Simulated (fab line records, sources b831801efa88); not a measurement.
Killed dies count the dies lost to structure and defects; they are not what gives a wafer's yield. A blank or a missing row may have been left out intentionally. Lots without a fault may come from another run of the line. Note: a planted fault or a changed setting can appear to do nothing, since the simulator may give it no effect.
fab line records -- flow sfqLine
[record] lots = 15, wafers = 45, lastDay = 91
route steps=325 shown I2@116 M4@159 JJ@179 M5@206 R5@213
lots with no fault: from the same line, run without faults
startH: hours from the record's opening day to when the first of the lot's shown wafers began -- waitH: hours from the lot's prior step to this one -- " repeats the value in the row above -- L1.1+2: several wafers, shown together as one row -- - no value present, or no start provided -- * or withheld: withheld -- < > ~ a bound
route shown NAME@n: NAME is a module with steps in the file, n the number in the route of the first one -- usual: average and standard deviation across the fault-free wafers -- same: alike in all rows -- chamber/n: place in a boat -- sites: per-site readings -- _std_site: the standard deviation of these -- _edge_site: outer sites' mean less inner sites' -- radiusMm: for every site, how far away it sits from the centre of the wafer -- mask NAME#n: copy n -- behind: the most recent tool/chamber to have shaped the wafer -- hold: reason for holding the lot/hours on hold/outcome of the hold -- device: the n, p or np transistor that did not switch -- end of line: tests of these same wafers at the route's end -- where a step has no rows: the recipe by itself -- killed: dies that structure and defects cost at the first sort, which is not the same as the wafer's yield -- map: the dies of a wafer, with x for killed, . for not killed, _ for no die there
set.NAME: the run value of the setting; set.NAME@STEP: its run value at that earlier step -- model.NAME: the simulator's own value behind a step, which no gauge read
one table for each step of the route and one row for each wafer, over a sample of lots
services: a tool's chamber out of use, with start hour (startH, from the record's first day; less than 0 if before it), hours out, and reason
[[steps]]
[step SFQ_TRILAYER_I2_VIA_STRIP_STRIP_071]
[recipe] gas = O2, powerW = 200, platenTempC = 40, overashFraction = 0.65, chemistry = O2, pressureMtorr = 50
[usual] chamberPressureMTorr = 49.99/0.047, drypumpMotorCurrentA = 5.9/0.46, oesProductAu = 0.999/0.0068
lot.wafer,tool,chamber,startH,waitH,chamberPressureMTorr,drypumpMotorCurrentA,oesProductAu,rfHoursCounterH
L873.3,rieMetal-02,1,734.06,-,49.95,5.4,1.005,-
L873.4,rieMetal-02,0,734.06,-,50.03,6.3,0.994,-
L873.6,rieMetal-02,0,734.06,-,49.94,6.3,1.002,-
L874.2,rieMetal-02,1,738.66,-,49.94,5.4,0.994,43
L874.3,rieMetal-02,1,738.66,-,49.98,5.4,0.999,-
L874.5,rieMetal-02,0,738.66,-,50.01,6.3,0.993,-
L875.1,rieMetal-01,1,744.66,-,49.87,5.9,1.027,0
L875.3,rieMetal-01,1,744.66,-,49.87,5.9,1.010,-
L875.4,rieMetal-01,1,744.66,-,49.93,5.9,1.005,-
L877.1,rieMetal-02,0,756.66,-,49.93,6.3,0.993,40
L877.2,rieMetal-02,1,756.66,-,50.00,5.4,0.999,44
L877.4,rieMetal-02,0,756.66,-,50.08,6.3,0.996,-
L879.2,rieMetal-01,1,760.26,-,50.06,5.9,1.006,1
L879.4,rieMetal-01,0,760.26,-,49.94,6.4,0.994,-
L879.5,rieMetal-01,1,760.26,-,49.98,5.9,0.999,-
L880.4,rieMetal-04,0,767.34,-,50.02,5.1,0.999,-
L880.5,rieMetal-04,0,767.34,-,50.01,5.1,0.995,-
L880.6,rieMetal-04,1,767.34,-,49.93,5.8,1.001,-
L884.2,rieMetal-02,0,870.40,-,50.02,6.3,0.989,55
L884.5,rieMetal-02,0,870.40,-,50.06,6.3,0.993,-
L884.6,rieMetal-02,1,870.40,-,49.97,5.4,1.002,-
L885.2,rieMetal-04,1,876.40,-,49.93,5.8,1.003,83
L885.3,rieMetal-04,1,876.40,-,49.97,5.8,0.994,-
L885.6,rieMetal-04,0,876.40,-,50.02,5.1,1.002,-
L886.2,rieMetal-01,0,894.37,-,50.01,6.4,0.988,67
L886.3,rieMetal-01,1,894.37,-,50.09,5.9,0.997,-
L886.6,rieMetal-01,1,894.37,-,49.94,5.9,1.003,-
L887.1,rieMetal-04,0,919.52,-,49.97,5.1,1.008,33
L887.3,rieMetal-04,1,919.52,-,50.01,5.8,0.999,-
L887.4,rieMetal-04,0,919.52,-,50.02,5.1,0.998,-
L888.3,rieMetal-01,0,942.60,-,49.92,6.4,1.000,-
L888.5,rieMetal-01,0,942.60,-,50.01,6.4,0.996,-
L888.6,rieMetal-01,1,942.60,-,49.98,5.9,1.007,-
L889.1,rieMetal-01,0,945.74,-,50.03,6.5,0.992,74
L889.2,rieMetal-01,1,945.74,-,50.02,5.9,1.003,27
L889.6,rieMetal-01,0,945.74,-,49.89,6.5,0.989,-
L892.1,rieMetal-02,0,1090.67,-,50.05,6.3,0.991,88
L892.4,rieMetal-02,0,1090.67,-,49.99,6.3,0.991,-
L892.5,rieMetal-02,0,1090.67,-,50.00,6.3,0.988,-
L894.1,rieMetal-01,0,1100.27,-,50.05,6.5,1.005,92
L894.2,rieMetal-01,1,1100.27,-,50.00,5.9,1.000,44
L894.6,rieMetal-01,0,1100.27,-,50.04,6.5,0.998,-
L895.1,rieMetal-04,1,1107.60,-,50.01,5.8,1.004,118
L895.2,rieMetal-04,0,1107.60,-,50.02,5.1,0.996,57
L895.3,rieMetal-04,0,1107.60,-,49.98,5.1,1.006,-
[step SFQ_TRILAYER_M4_BARC_OPEN_METAL_ETCH_123]
[recipe] maskMaterial = PR, chemistry = O2, targetDepthNm = 125, target = BARC, icpW = 600, biasW = 81.52, pressureMtorr = 10, timeS = 41.7
[usual] chamberPressureMTorr = 10.000/0.0084, drypumpMotorCurrentA = 5.9/0.42, oesProductAu = 0.685/0.0046, rfFwdPowerW = 593.8/2.9
lot.wafer,tool,chamber,startH,waitH,chamberPressureMTorr,drypumpMotorCurrentA,oesProductAu,rfFwdPowerW,rfHoursCounterH
L873.3,rieMetal-01,1,1048.25,0.0,9.988,5.9,0.682,593.3,-
L873.4,rieMetal-01,0,1048.25,0.0,9.995,6.5,0.681,591.2,-
L873.6,rieMetal-01,0,1048.25,0.0,10.004,6.5,0.692,588.7,-
L874.2,rieMetal-03,1,1056.80,0.0,10.009,6.0,0.682,594.0,112
L874.3,rieMetal-03,1,1056.80,0.0,9.995,6.0,0.684,594.3,-
L874.5,rieMetal-03,1,1056.80,0.0,10.006,6.0,0.687,594.2,-
L875.1,rieMetal-03,0,1188.10,0.0,10.001,6.1,0.685,592.4,47
L875.3,rieMetal-03,1,1188.10,0.0,10.011,6.0,0.685,597.2,-
L875.4,rieMetal-03,0,1188.10,0.0,9.990,6.1,0.687,594.3,-
L877.1,rieMetal-04,1,1204.74,0.0,10.001,5.8,0.689,594.3,131
L877.2,rieMetal-04,0,1204.74,0.0,10.013,5.1,0.690,595.6,70
L877.4,rieMetal-04,1,1204.74,0.0,10.003,5.9,0.684,592.5,-
L879.2,rieMetal-01,1,1209.54,0.0,10.003,5.9,0.685,595.6,57
L879.4,rieMetal-01,0,1209.54,0.0,9.998,6.4,0.680,590.0,-
L879.5,rieMetal-01,1,1209.54,0.0,10.009,5.9,0.690,594.0,-
L880.4,rieMetal-04,0,1218.09,0.0,9.986,5.1,0.683,595.3,-
L880.5,rieMetal-04,1,1218.09,0.0,9.989,5.8,0.689,596.6,-
L880.6,rieMetal-04,0,1218.09,0.0,10.010,5.1,0.684,592.3,-
L884.2,rieMetal-01,1,1293.47,0.0,10.009,5.9,0.693,593.5,70
L884.5,rieMetal-01,0,1293.47,0.0,10.012,6.5,0.679,590.5,-
L884.6,rieMetal-01,1,1293.47,0.0,9.993,5.9,0.687,594.1,-
L885.2,rieMetal-01,0,1297.07,0.0,9.997,6.5,0.680,588.4,118
L885.3,rieMetal-01,1,1297.07,0.0,10.013,5.9,0.692,594.7,-
L885.6,rieMetal-01,1,1297.07,0.0,9.991,5.9,0.677,594.8,-
L886.2,rieMetal-04,0,1307.87,0.0,9.985,5.1,0.682,592.2,87
L886.3,rieMetal-04,1,1307.87,0.0,9.996,5.8,0.682,597.1,-
L886.6,rieMetal-04,0,1307.87,0.0,9.986,5.1,0.691,592.4,-
L887.1,rieMetal-04,1,1323.47,0.0,10.005,5.8,0.694,593.9,10
L887.3,rieMetal-04,0,1323.47,0.0,9.988,5.1,0.683,590.3,-
L887.4,rieMetal-04,1,1323.47,0.0,9.998,5.8,0.687,594.2,-
L888.3,rieMetal-01,1,1325.89,0.0,9.990,5.9,0.684,595.5,-
L888.5,rieMetal-01,0,1325.89,0.0,9.992,6.4,0.683,588.9,-
L888.6,rieMetal-01,1,1325.89,0.0,10.008,5.9,0.682,595.0,-
L889.1,rieMetal-04,0,1329.47,0.0,9.998,5.1,0.686,591.7,91
L889.2,rieMetal-04,1,1329.47,0.0,9.974,5.8,0.689,598.5,11
L889.6,rieMetal-04,1,1329.47,0.0,9.993,5.8,0.680,597.7,-
L892.1,rieMetal-03,1,1359.59,0.0,10.004,6.0,0.680,595.6,20
L892.4,rieMetal-03,0,1359.59,0.0,9.995,6.1,0.683,595.8,-
L892.5,rieMetal-03,1,1359.59,0.0,9.992,6.0,0.677,595.0,-
L894.1,rieMetal-01,0,1376.52,0.0,10.007,6.5,0.689,587.4,2
L894.2,rieMetal-01,1,1376.52,0.0,9.996,5.9,0.686,596.5,85
L894.6,rieMetal-01,1,1376.52,0.0,10.018,5.9,0.682,597.3,-
L895.1,rieMetal-03,0,1386.54,0.0,10.003,6.1,0.681,590.8,81
L895.2,rieMetal-03,1,1386.54,0.0,10.009,6.0,0.679,595.5,24
L895.3,rieMetal-03,0,1386.54,0.0,10.003,6.1,0.687,591.2,-
[step SFQ_TRILAYER_JJ_TRILAYER_DEP_SPUTTER_109]
[recipe] material = Nb, basePressurePa = 1.33e-06, chamberPressurePa = 0.1333, substrateTempC = 20, targetThkNm = 150, powerW = 2000, timeS = 100
[usual] basePressurePa = 1.34e-06/1.1e-07, chamberPressurePa = 0.13324/0.00029, throttleValvePct = 30.2/1.1
lot.wafer,tool,chamber,startH,waitH,basePressurePa,chamberPressurePa,throttleValvePct
L873.3,pvdSputter-03,-,1061.48,0.0,1.48e-06,0.13308,30.6
L873.4,pvdSputter-03,-,1061.48,0.0,1.12e-06,0.13343,31.6
L873.6,pvdSputter-03,-,1061.48,0.0,1.31e-06,0.13311,28.1
L874.2,pvdSputter-05,-,1072.06,0.0,1.31e-06,0.13348,30.0
L874.3,pvdSputter-05,-,1072.06,0.0,1.26e-06,0.13325,30.4
L874.5,pvdSputter-05,-,1072.06,0.0,1.46e-06,0.13312,31.1
L875.1,pvdSputter-05,-,1200.87,0.0,1.56e-06,0.13345,30.2
L875.3,pvdSputter-05,-,1200.87,0.0,1.35e-06,0.13343,31.0
L875.4,pvdSputter-05,-,1200.87,0.0,1.51e-06,0.13277,30.4
L877.1,pvdSputter-03,-,1213.90,0.0,1.35e-06,0.13353,31.7
L877.2,pvdSputter-03,-,1213.90,0.0,1.33e-06,0.13366,30.1
L877.4,pvdSputter-03,-,1213.90,0.0,1.38e-06,0.13353,27.7
L879.2,pvdSputter-04,-,1222.61,0.0,1.27e-06,0.13339,31.1
L879.4,pvdSputter-04,-,1222.61,0.0,1.26e-06,0.13324,31.2
L879.5,pvdSputter-04,-,1222.61,0.0,1.22e-06,0.13325,29.3
L880.4,pvdSputter-05,-,1234.61,0.0,1.31e-06,0.13325,30.2
L880.5,pvdSputter-05,-,1234.61,0.0,1.33e-06,0.13346,30.2
L880.6,pvdSputter-05,-,1234.61,0.0,1.33e-06,0.13337,30.3
L884.2,pvdSputter-04,-,1302.20,0.0,1.21e-06,0.13333,31.3
L884.5,pvdSputter-04,-,1302.20,0.0,1.55e-06,0.13324,31.1
L884.6,pvdSputter-04,-,1302.20,0.0,1.3e-06,0.1333,29.0
L885.2,pvdSputter-04,-,1308.07,0.0,1.33e-06,0.1332,31.3
L885.3,pvdSputter-04,-,1308.07,0.0,1.34e-06,0.13336,30.8
L885.6,pvdSputter-04,-,1308.07,0.0,1.32e-06,0.13281,29.2
L886.2,pvdSputter-05,-,1316.47,0.0,1.35e-06,0.13329,30.2
L886.3,pvdSputter-05,-,1316.47,0.0,1.54e-06,0.13327,30.9
L886.6,pvdSputter-05,-,1316.47,0.0,1.38e-06,0.13342,30.7
L887.1,pvdSputter-04,-,1332.07,0.0,1.05e-06,0.13354,31.3
L887.3,pvdSputter-04,-,1332.07,0.0,1.26e-06,0.133,29.1
L887.4,pvdSputter-04,-,1332.07,0.0,1.38e-06,0.13341,31.1
L888.3,pvdSputter-03,-,1335.07,0.0,1.25e-06,0.13321,27.8
L888.5,pvdSputter-03,-,1335.07,0.0,1.33e-06,0.13347,27.7
L888.6,pvdSputter-03,-,1335.07,0.0,1.23e-06,0.13385,30.1
L889.1,pvdSputter-04,-,1338.77,0.0,1.13e-06,0.13325,29.1
L889.2,pvdSputter-04,-,1338.77,0.0,1.52e-06,0.13329,29.8
L889.6,pvdSputter-04,-,1338.77,0.0,1.55e-06,0.13324,31.3
L892.1,pvdSputter-05,-,1370.47,0.0,1.23e-06,0.13286,30.0
L892.4,pvdSputter-05,-,1370.47,0.0,1.36e-06,0.13317,30.6
L892.5,pvdSputter-05,-,1370.47,0.0,1.28e-06,0.13297,30.1
L894.1,pvdSputter-04,-,1509.53,0.0,1.15e-06,0.13316,28.7
L894.2,pvdSputter-04,-,1509.53,0.0,1.32e-06,0.13306,30.0
L894.6,pvdSputter-04,-,1509.53,0.0,1.32e-06,0.13319,31.0
L895.1,pvdSputter-04,-,1521.70,0.0,1.4e-06,0.13387,31.3
L895.2,pvdSputter-04,-,1521.70,0.0,1.14e-06,0.1334,29.0
L895.3,pvdSputter-04,-,1521.70,0.0,1.32e-06,0.13267,31.0
[step SFQ_TRILAYER_M5_ETCH_METAL_ETCH_126]
[recipe] target = Nb, stopOn = SiO2, maskMaterial = PR, overEtchFrac = 0.15, timeS = 203.2, chemistry = Cl2/BCl3, targetDepthNm = 265, icpW = 600, biasW = 80, pressureMtorr = 10
[usual] chamberPressureMTorr = 9.999/0.0089, drypumpMotorCurrentA = 6.07/0.28, oesProductAu = 0.727/0.0054, rfFwdPowerW = 597.9/1.9
lot.wafer,tool,chamber,startH,waitH,chamberPressureMTorr,drypumpMotorCurrentA,oesProductAu,rfFwdPowerW,rfHoursCounterH
L873.3,rieMetal-03,0,1201.35,0.1,9.998,6.07,0.725,597.9,-
L873.4,rieMetal-03,1,1201.35,0.1,9.996,6.00,0.732,598.6,-
L873.6,rieMetal-03,1,1201.35,0.1,9.997,6.00,0.726,597.9,-
L874.2,rieMetal-01,0,1203.72,0.0,10.000,6.47,0.731,597.7,104
L874.3,rieMetal-01,0,1203.72,0.0,9.994,6.47,0.724,596.9,-
L874.5,rieMetal-01,1,1203.72,0.0,9.998,5.92,0.722,595.8,-
L875.1,rieMetal-03,0,1210.10,0.1,9.998,6.08,0.724,597.3,53
L875.3,rieMetal-03,0,1210.10,0.1,10.010,6.07,0.734,596.3,-
L875.4,rieMetal-03,0,1210.10,0.1,9.998,6.08,0.730,598.4,-
L877.1,rieMetal-03,0,1232.50,0.0,9.991,6.09,0.740,599.0,59
L877.2,rieMetal-03,1,1232.50,0.0,10.004,5.99,0.735,597.4,2
L877.4,rieMetal-03,1,1232.50,0.0,10.005,6.01,0.726,593.3,-
L879.2,rieMetal-01,0,1238.50,0.0,10.004,6.44,0.728,596.3,110
L879.4,rieMetal-01,1,1238.50,0.0,9.988,5.92,0.729,598.0,-
L879.5,rieMetal-01,1,1238.50,0.0,10.012,5.96,0.727,599.5,-
L880.4,rieMetal-01,0,1245.37,0.1,10.008,6.47,0.729,595.3,-
L880.5,rieMetal-01,1,1245.37,0.1,10.003,5.88,0.741,596.6,-
L880.6,rieMetal-01,0,1245.37,0.1,10.005,6.45,0.732,596.1,-
L884.2,rieMetal-03,0,1310.85,0.0,10.009,6.07,0.727,597.3,70
L884.5,rieMetal-03,1,1310.85,0.0,9.997,6.00,0.724,598.7,-
L884.6,rieMetal-03,0,1310.85,0.0,10.002,6.09,0.724,597.3,-
L885.2,rieMetal-02,1,1317.01,0.0,10.009,5.42,0.730,599.6,121
L885.3,rieMetal-02,0,1317.01,0.0,9.976,6.33,0.731,597.1,-
L885.6,rieMetal-02,1,1317.01,0.0,10.001,5.44,0.776,600.0,-
L886.2,rieMetal-03,0,1325.13,0.0,10.008,6.10,0.722,598.4,72
L886.3,rieMetal-03,1,1325.13,0.0,10.020,5.98,0.723,600.2,-
L886.6,rieMetal-03,1,1325.13,0.0,10.011,5.98,0.730,600.0,-
L887.1,rieMetal-03,1,1341.63,0.0,10.005,6.00,0.727,596.5,18
L887.3,rieMetal-03,0,1341.63,0.0,10.017,6.09,0.782,597.4,-
L887.4,rieMetal-03,1,1341.63,0.0,9.994,6.00,0.732,595.6,-
L888.3,rieMetal-03,0,1344.10,0.1,9.999,6.10,0.724,597.8,-
L888.5,rieMetal-03,1,1344.10,0.1,10.009,5.98,0.723,596.1,-
L888.6,rieMetal-03,0,1344.10,0.1,10.007,6.11,0.719,596.5,-
L889.1,rieMetal-03,0,1347.79,0.0,9.993,6.08,0.769,600.9,76
L889.2,rieMetal-03,1,1347.79,0.0,10.001,6.00,0.723,601.4,19
L889.6,rieMetal-03,0,1347.79,0.0,9.993,6.08,0.719,597.6,-
L892.1,rieMetal-01,1,1379.75,0.0,9.985,5.92,0.726,601.6,86
L892.4,rieMetal-01,0,1379.75,0.0,9.988,6.43,0.716,599.0,-
L892.5,rieMetal-01,1,1379.75,0.0,10.012,5.90,0.729,598.1,-
L894.1,rieMetal-03,1,1521.68,0.0,10.001,6.00,0.732,599.5,42
L894.2,rieMetal-03,0,1521.68,0.0,10.003,6.09,0.730,597.9,101
L894.6,rieMetal-03,0,1521.68,0.0,9.993,6.10,0.726,598.0,-
L895.1,rieMetal-01,0,1535.88,0.0,10.002,6.48,0.739,597.0,25
L895.2,rieMetal-01,1,1535.88,0.0,9.989,5.88,0.725,596.0,108
L895.3,rieMetal-01,1,1535.88,0.0,9.995,5.92,0.727,595.0,-
[step SFQ_TRILAYER_R5_DEP_SPUTTER_133]
[recipe] material = MoNx, basePressurePa = 1.33e-06, targetThkNm = 40, powerW = 1000, timeS = 66.7, chamberPressurePa = 0.4
[usual] basePressurePa = 1.33e-06/9.7e-08, chamberPressurePa = 0.4000/0.00075, throttleValvePct = 30.3/0.68
lot.wafer,tool,chamber,startH,waitH,basePressurePa,chamberPressurePa,throttleValvePct
L873.3,pvdSputter-06,-,1207.55,0.0,1.13e-06,0.3998,28.8
L873.4,pvdSputter-06,-,1207.55,0.0,1.33e-06,0.4002,30.4
L873.6,pvdSputter-06,-,1207.55,0.0,1.28e-06,0.4006,30.2
L874.2,pvdSputter-04,-,1209.40,0.0,1.38e-06,0.4003,30.7
L874.3,pvdSputter-04,-,1209.40,0.0,1.24e-06,0.3989,30.0
L874.5,pvdSputter-04,-,1209.40,0.0,1.33e-06,0.3995,29.1
L875.1,pvdSputter-04,-,1216.34,0.0,1.25e-06,0.4004,30.8
L875.3,pvdSputter-04,-,1216.34,0.0,1.45e-06,0.3985,29.4
L875.4,pvdSputter-04,-,1216.34,0.0,1.18e-06,0.3998,31.1
L877.1,pvdSputter-04,-,1237.78,0.0,1.38e-06,0.3986,30.9
L877.2,pvdSputter-04,-,1237.78,0.0,1.38e-06,0.4000,29.0
L877.4,pvdSputter-04,-,1237.78,0.0,1.32e-06,0.3997,30.3
L879.2,pvdSputter-04,-,1245.52,0.0,1.4e-06,0.4003,30.7
L879.4,pvdSputter-04,-,1245.52,0.0,1.17e-06,0.3998,29.2
L879.5,pvdSputter-04,-,1245.52,0.0,1.27e-06,0.4009,29.9
L880.4,pvdSputter-06,-,1254.52,0.0,1.27e-06,0.4007,30.5
L880.5,pvdSputter-06,-,1254.52,0.0,1.31e-06,0.4003,30.5
L880.6,pvdSputter-06,-,1254.52,0.0,1.41e-06,0.3997,30.1
L884.2,pvdSputter-04,-,1317.33,0.0,1.77e-06,0.4003,31.2
L884.5,pvdSputter-04,-,1317.33,0.0,1.33e-06,0.4005,31.2
L884.6,pvdSputter-04,-,1317.33,0.0,1.25e-06,0.3999,29.8
L885.2,pvdSputter-05,-,1323.33,0.0,1.32e-06,0.4006,30.7
L885.3,pvdSputter-05,-,1323.33,0.0,1.26e-06,0.4004,30.4
L885.6,pvdSputter-05,-,1323.33,0.0,1.33e-06,0.4009,31.1
L886.2,pvdSputter-06,-,1330.41,0.0,1.46e-06,0.3994,28.6
L886.3,pvdSputter-06,-,1330.41,0.0,1.3e-06,0.4007,30.3
L886.6,pvdSputter-06,-,1330.41,0.0,1.37e-06,0.3999,29.2
L887.1,pvdSputter-04,-,1349.13,0.0,1.24e-06,0.3996,29.8
L887.3,pvdSputter-04,-,1349.13,0.0,1.48e-06,0.3993,28.9
L887.4,pvdSputter-04,-,1349.13,0.0,1.44e-06,0.3998,31.3
L888.3,pvdSputter-05,-,1352.13,0.0,1.15e-06,0.4002,30.6
L888.5,pvdSputter-05,-,1352.13,0.0,1.39e-06,0.4011,30.0
L888.6,pvdSputter-05,-,1352.13,0.0,1.27e-06,0.4003,30.7
L889.1,pvdSputter-06,-,1355.13,0.0,1.3e-06,0.4001,29.5
L889.2,pvdSputter-06,-,1355.13,0.0,1.25e-06,0.4001,28.9
L889.6,pvdSputter-06,-,1355.13,0.0,1.3e-06,0.4005,29.3
L892.1,pvdSputter-05,-,1387.25,0.0,1.32e-06,0.3995,30.3
L892.4,pvdSputter-05,-,1387.25,0.0,1.35e-06,0.4023,30.8
L892.5,pvdSputter-05,-,1387.25,0.0,1.31e-06,0.4004,31.2
L894.1,pvdSputter-06,-,1526.96,0.0,1.37e-06,0.3996,29.9
L894.2,pvdSputter-06,-,1526.96,0.0,1.2e-06,0.3996,29.1
L894.6,pvdSputter-06,-,1526.96,0.0,1.43e-06,0.3992,30.3
L895.1,pvdSputter-05,-,1541.96,0.0,1.43e-06,0.4012,30.2
L895.2,pvdSputter-05,-,1541.96,0.0,1.32e-06,0.3998,30.9
L895.3,pvdSputter-05,-,1541.96,0.0,1.32e-06,0.3998,30.5
[[services]]
tool,chamber,startH,hours,kind
rieMetal-01,0,741.76,4.3,repair
pvdSputter-05,-,809.29,1.7,repair
rieMetal-01,1,814.38,6.8,repair
rieMetal-03,-,837.94,2.4,repair
rieMetal-03,-,852.75,1.3,repair
rieMetal-03,0,905.28,3.3,repair
rieMetal-03,-,932.83,0.8,repair
rieMetal-01,-,979.78,0.8,repair
rieMetal-01,-,1002.77,28.1,pm
rieMetal-03,1,1005.37,17.1,repair
pvdSputter-04,-,1020.29,11.5,repair
pvdSputter-05,-,1046.92,1.5,repair
pvdSputter-05,-,1058.64,5.4,repair
rieMetal-04,0,1063.00,20.2,repair
rieMetal-01,-,1103.14,1.4,pm
pvdSputter-05,-,1132.50,1.9,repair
rieMetal-01,-,1140.41,2.8,pm
rieMetal-03,-,1182.65,0.5,repair
pvdSputter-04,-,1248.97,8.8,repair
rieMetal-03,-,1268.64,2.8,pm
rieMetal-01,-,1272.33,0.2,repair
pvdSputter-05,-,1296.85,3.3,repair
rieMetal-03,-,1412.31,1.1,repair
rieMetal-03,1,1486.83,5.3,repair
[[key]]
[firstSign] step = SFQ_TRILAYER_M5_ETCH_METAL_ETCH_126, reading = oesProductAu, direction = up, sigmas = 9, usual = 0.727, struck = 0.776
effect none on later readings
metAt SFQ_TRILAYER_JJ_TRILAYER_DEP_SPUTTER_109
struckLots L885,L887,L889
struckWafers L885.6,L887.3,L889.1
notActingAt SFQ_TRILAYER_I2_VIA_STRIP_STRIP_071,SFQ_TRILAYER_M4_BARC_OPEN_METAL_ETCH_123,SFQ_TRILAYER_R5_DEP_SPUTTER_133
onsetBetween 1302.20 1308.07
[fault] kind = processParameterDrift, tool = pvdSputter-04, chamber = -, onsetH = 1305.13, steps = SFQ_TRILAYER_JJ_TRILAYER_DEP_SPUTTER_109, channel = timeS, offset = *, shape = step, endH = 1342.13, actsIn = *, stated = *, scope = struckWafersOnly
